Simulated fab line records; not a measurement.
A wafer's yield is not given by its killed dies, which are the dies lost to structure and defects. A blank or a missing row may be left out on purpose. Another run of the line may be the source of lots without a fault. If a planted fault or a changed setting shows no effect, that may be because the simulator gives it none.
Commonality check across tools / flow gf180mcu / 11 lots, 33 wafers sampled

== THE REASON FOR OPENING IT ==
At GF_MVPSD_TW_MEAS_11 the reading MVPSD_TW is flagged on 3 of 11 lots. Wafers without a fault read 554, standard deviation 3.4.
Rule: flag the lot when none of its wafers has a number, or when each of its wafers that has one lies beyond 4 standard deviations from that mean. The rest of the lots are taken to be sound.

lot=L127; measured=day 5 05:24; on=film-metro-01; MVPSD_TW, wafer by wafer=554 554 555; flag=
lot=L128; measured=day 5 14:10; on=film-metro-01; MVPSD_TW, wafer by wafer=556 556 555; flag=
lot=L133; measured=day 6 17:14; on=film-metro-03; MVPSD_TW, wafer by wafer=699 705 702; flag=FLAGGED
lot=L134; measured=day 7 02:50; on=film-metro-03; MVPSD_TW, wafer by wafer=697 700 695; flag=FLAGGED
lot=L135; measured=day 7 09:16; on=film-metro-03; MVPSD_TW, wafer by wafer=693 694 698; flag=FLAGGED
lot=L138; measured=day 8 02:14; on=film-metro-03; MVPSD_TW, wafer by wafer=555 553 555; flag=
lot=L143; measured=day 9 07:11; on=film-metro-03; MVPSD_TW, wafer by wafer=558 559 554; flag=
lot=L145; measured=day 9 19:12; on=film-metro-04; MVPSD_TW, wafer by wafer=552 548 549; flag=
lot=L146; measured=day 10 01:41; on=film-metro-04; MVPSD_TW, wafer by wafer=552 552 554; flag=
lot=L148; measured=day 10 12:04; on=film-metro-01; MVPSD_TW, wafer by wafer=550 549 547; flag=
lot=L149; measured=day 10 20:25; on=film-metro-01; MVPSD_TW, wafer by wafer=550 553 549; flag=
On average the flagged lots' numbers are 698, which is +144 against the usual, or +42 standard deviations.

== EACH LOT AND THE TOOL IT RAN ON ==
Before the reading, the record contains 3 process steps out of a 602-step route. Every cell lists first the tool, next ch and the chambers used by the sampled wafers, and last the start.
lot=L127; flag=; GF_STI_ETCH_13=rie-diel-03 ch 1,2, day 2 06:38; GF_LVPWELL_COAT_02=litho-track-04 ch 0, day 3 18:31; GF_MVSD_STRIP_10=plasma-asher-03 ch 0,1, day 4 15:27
lot=L128; flag=; GF_STI_ETCH_13=rie-diel-02 ch 0,1, day 2 13:12; GF_LVPWELL_COAT_02=litho-track-01 ch 0, day 4 02:25; GF_MVSD_STRIP_10=plasma-asher-03 ch 0,1, day 4 23:54
lot=L133; flag=FLAGGED; GF_STI_ETCH_13=rie-diel-02 ch 0,1, day 3 13:14; GF_LVPWELL_COAT_02=litho-track-02, day 5 03:15; GF_MVSD_STRIP_10=plasma-asher-02 ch 0,1, day 6 01:29
lot=L134; flag=FLAGGED; GF_STI_ETCH_13=rie-diel-02 ch 0,1,3, day 3 19:05; GF_LVPWELL_COAT_02=litho-track-01, day 5 10:55; GF_MVSD_STRIP_10=plasma-asher-03 ch 0, day 6 10:13
lot=L135; flag=FLAGGED; GF_STI_ETCH_13=rie-diel-03 ch 1,3, day 4 00:29; GF_LVPWELL_COAT_02=litho-track-01, day 5 18:26; GF_MVSD_STRIP_10=plasma-asher-04 ch 0,1, day 6 17:46
lot=L138; flag=; GF_STI_ETCH_13=rie-diel-01 ch 0,2,3, day 4 15:54; GF_LVPWELL_COAT_02=litho-track-01 ch 0, day 6 09:39; GF_MVSD_STRIP_10=plasma-asher-02 ch 0,1, day 7 09:31
lot=L143; flag=; GF_STI_ETCH_13=rie-diel-03 ch 1,2, day 5 16:50; GF_LVPWELL_COAT_02=litho-track-01 ch 0, day 7 11:44; GF_MVSD_STRIP_10=plasma-asher-02 ch 0,1, day 8 13:17
lot=L145; flag=; GF_STI_ETCH_13=rie-diel-03 ch 1,2, day 6 03:36; GF_LVPWELL_COAT_02=litho-track-01 ch 0, day 7 23:35; GF_MVSD_STRIP_10=plasma-asher-04 ch 0, day 9 01:19
lot=L146; flag=; GF_STI_ETCH_13=rie-diel-01 ch 0,2,3, day 6 09:29; GF_LVPWELL_COAT_02=litho-track-02 ch 0, day 8 04:56; GF_MVSD_STRIP_10=plasma-asher-02 ch 0,1, day 9 07:20
lot=L148; flag=; GF_STI_ETCH_13=rie-diel-03 ch 0,1,3, day 6 18:44; GF_LVPWELL_COAT_02=litho-track-01 ch 0, day 8 15:06; GF_MVSD_STRIP_10=plasma-asher-03 ch 0,1, day 9 17:36
lot=L149; flag=; GF_STI_ETCH_13=rie-diel-03 ch 1,2,3, day 7 00:11; GF_LVPWELL_COAT_02=litho-track-02 ch 0, day 8 22:02; GF_MVSD_STRIP_10=plasma-asher-03 ch 0,1, day 10 01:55
What is done by these steps:
- GF_STI_ETCH_13: etches the open film in CHF3/O2, stops on Si, target depth 282.31 nm, time 112.9 s.
- GF_LVPWELL_COAT_02: resist thk 3000 nm.
- GF_MVSD_STRIP_10: strips in O2/N2.
- GF_MVPSD_TW_MEAS_11

== FLAGGED AGAINST TOTAL, ONE TOOL AT A TIME (gauges that did the reading follow at the end) ==
step=GF_STI_ETCH_13; tool=rie-diel-01; lots run=2; flagged=0; share of the flagged lots=none; sound lots run after its first flagged lot=-
step=GF_STI_ETCH_13; tool=rie-diel-02; lots run=3; flagged=2; share of the flagged lots=some; sound lots run after its first flagged lot=0
step=GF_STI_ETCH_13; tool=rie-diel-03; lots run=6; flagged=1; share of the flagged lots=some; sound lots run after its first flagged lot=4 (L143,L145,L148,L149)
step=GF_LVPWELL_COAT_02; tool=litho-track-01; lots run=7; flagged=2; share of the flagged lots=some; sound lots run after its first flagged lot=4 (L138,L143,L145,L148)
step=GF_LVPWELL_COAT_02; tool=litho-track-02; lots run=3; flagged=1; share of the flagged lots=some; sound lots run after its first flagged lot=2 (L146,L149)
step=GF_LVPWELL_COAT_02; tool=litho-track-04; lots run=1; flagged=0; share of the flagged lots=none; sound lots run after its first flagged lot=-
step=GF_MVSD_STRIP_10; tool=plasma-asher-02; lots run=4; flagged=1; share of the flagged lots=some; sound lots run after its first flagged lot=3 (L138,L143,L146)
step=GF_MVSD_STRIP_10; tool=plasma-asher-03; lots run=5; flagged=1; share of the flagged lots=some; sound lots run after its first flagged lot=2 (L148,L149)
step=GF_MVSD_STRIP_10; tool=plasma-asher-04; lots run=2; flagged=1; share of the flagged lots=some; sound lots run after its first flagged lot=1 (L145)
step=GF_MVPSD_TW_MEAS_11; tool=film-metro-01; lots run=4; flagged=0; share of the flagged lots=none; sound lots run after its first flagged lot=-
step=GF_MVPSD_TW_MEAS_11; tool=film-metro-03; lots run=5; flagged=3; share of the flagged lots=all; sound lots run after its first flagged lot=2 (L138,L143)
step=GF_MVPSD_TW_MEAS_11; tool=film-metro-04; lots run=2; flagged=0; share of the flagged lots=none; sound lots run after its first flagged lot=-

== WHAT THE TABLE PERMITS ==
1 row of the table ran every flagged lot: film-metro-03 at GF_MVPSD_TW_MEAS_11.
- film-metro-03 at GF_MVPSD_TW_MEAS_11: 3 of its 5 lots flagged. Sound lots followed the first flagged one (L138, L143) on it, something a lasting fault affecting the whole tool could not allow.
No row of the table ran every flagged lot and no sound lot after the first.

== WHAT THE SIMULATOR PUT IN ==
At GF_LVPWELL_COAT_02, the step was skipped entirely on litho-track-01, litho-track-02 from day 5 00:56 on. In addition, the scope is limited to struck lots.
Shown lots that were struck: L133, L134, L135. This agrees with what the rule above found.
